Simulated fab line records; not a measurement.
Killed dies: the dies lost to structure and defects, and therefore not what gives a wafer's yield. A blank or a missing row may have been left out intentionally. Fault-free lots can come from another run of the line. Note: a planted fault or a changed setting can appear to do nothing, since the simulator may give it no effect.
Shared-tool check    flow sky130    Sample size 14 lots and 42 wafers

## WHAT PROMPTED THE OPENING
At SKY_SONOS_ONO_THK_MEAS_01 the reading SONOS_ONO_OXIDATION_THK is flagged on 2 of 14 lots. Wafers without a fault read 2.60 nm, standard deviation 0.049.
Rule: flag the lot when none of its wafers has a number, or when each of its wafers that has one lies beyond 4 standard deviations from that mean. The other lots count as sound.

lot   measured      on             SONOS_ONO_OXIDATION_THK (nm), wafer by wafer  flag
L503  day 11 07:27  film metro-03  2.60 2.53 2.63                                
L504  day 11 16:37  film metro-02  2.63 2.66 2.61                                
L505  day 12 04:11  film metro-04  2.59 2.56 2.64                                
L506  day 12 09:28  film metro-03  2.68 2.69 2.72                                
L509  day 13 06:47  film metro-03  2.53 2.57 2.51                                
L510  day 13 11:24  film metro-04  1.43 1.49 1.49                                FLAGGED
L511  day 13 21:13  film metro-02  1.46 1.53 1.58                                FLAGGED
L519  day 16 16:45  film metro-03  2.57 2.58 2.50                                
L520  day 16 22:59  film metro-04  2.53 2.54 2.61                                
L522  day 17 20:55  film metro-03  2.61 2.52 2.56                                
L523  day 18 06:42  film metro-03  2.60 2.60 2.62                                
L524  day 18 14:37  film metro-04  2.64 2.60 2.59                                
L525  day 19 08:38  film metro-02  2.55 2.59 2.62                                
L526  day 19 23:52  film metro-02  2.63 2.64 2.68                                
On average the flagged lots' numbers are 1.50 nm, which is -1.10 nm against the usual, or -23 standard deviations.

## TOOL THAT RAN EACH LOT
The record keeps 1 process step preceding the reading, out of 708 steps on the route. Every cell lists first the tool, next ch and the chambers used by the sampled wafers, and last the start.
lot   flag     SKY_SONOS_ONO_OXIDATION_00
L503           furnace-01 ch 0, day 11 06:06
L504           furnace-02 ch 0, day 11 15:16
L505           furnace-02 ch 0, day 12 02:50
L506           furnace-01 ch 0, day 12 08:07
L509           furnace-01 ch 0, day 13 05:26
L510  FLAGGED  furnace-01 ch 0, day 13 10:02
L511  FLAGGED  furnace-01 ch 0, day 13 19:51
L519           furnace-01 ch 0, day 16 15:24
L520           furnace-02 ch 0, day 16 21:38
L522           furnace-01 ch 0, day 17 19:34
L523           furnace-01 ch 0, day 18 05:20
L524           furnace-01 ch 0, day 18 13:16
L525           furnace-01 ch 0, day 19 07:17
L526           furnace-01 ch 0, day 19 22:31
These steps, and what they do:
- SKY_SONOS_ONO_OXIDATION_00: stabilise 600 s, purge 300 s, target thk 2.6 nm.
- SKY_SONOS_ONO_THK_MEAS_01

## FLAGGED OVER TOTAL, TOOL BY TOOL (the gauges that took the reading come last)
step                        tool           lots run  flagged  share of the flagged lots  sound lots run after its first flagged lot
SKY_SONOS_ONO_OXIDATION_00  furnace-01     11        2        all                        6 (L519,L522,L523,L524,L525,L526)
SKY_SONOS_ONO_OXIDATION_00  furnace-02     3         0        none                       -
SKY_SONOS_ONO_THK_MEAS_01   film metro-02  4         1        some                       2 (L525,L526)
SKY_SONOS_ONO_THK_MEAS_01   film metro-03  6         0        none                       -
SKY_SONOS_ONO_THK_MEAS_01   film metro-04  4         1        some                       2 (L520,L524)

## WHAT THE TABLE PERMITS
Rows of the table that ran each flagged lot: 1, that is furnace-01 at SKY_SONOS_ONO_OXIDATION_00.
- furnace-01 at SKY_SONOS_ONO_OXIDATION_00 ran 11 lots, 2 of them flagged. Sound lots ran on it after the first flagged one (L519, L522, L523, L524, L525, L526), which a lasting fault on the whole tool wouldn't allow. Its own readings lie more than 4 standard deviations out on every wafer of the flagged lots: spike tc bottom C, spike tc centre C, spike tc lower C, spike tc top C, spike tc upper C, tube center temp C, tube_center_temp_C_max, zone power centre pct.
Not one row of the table ran every flagged lot while running no sound lot after the first.

## WHAT WAS PUT IN BY THE SIMULATOR
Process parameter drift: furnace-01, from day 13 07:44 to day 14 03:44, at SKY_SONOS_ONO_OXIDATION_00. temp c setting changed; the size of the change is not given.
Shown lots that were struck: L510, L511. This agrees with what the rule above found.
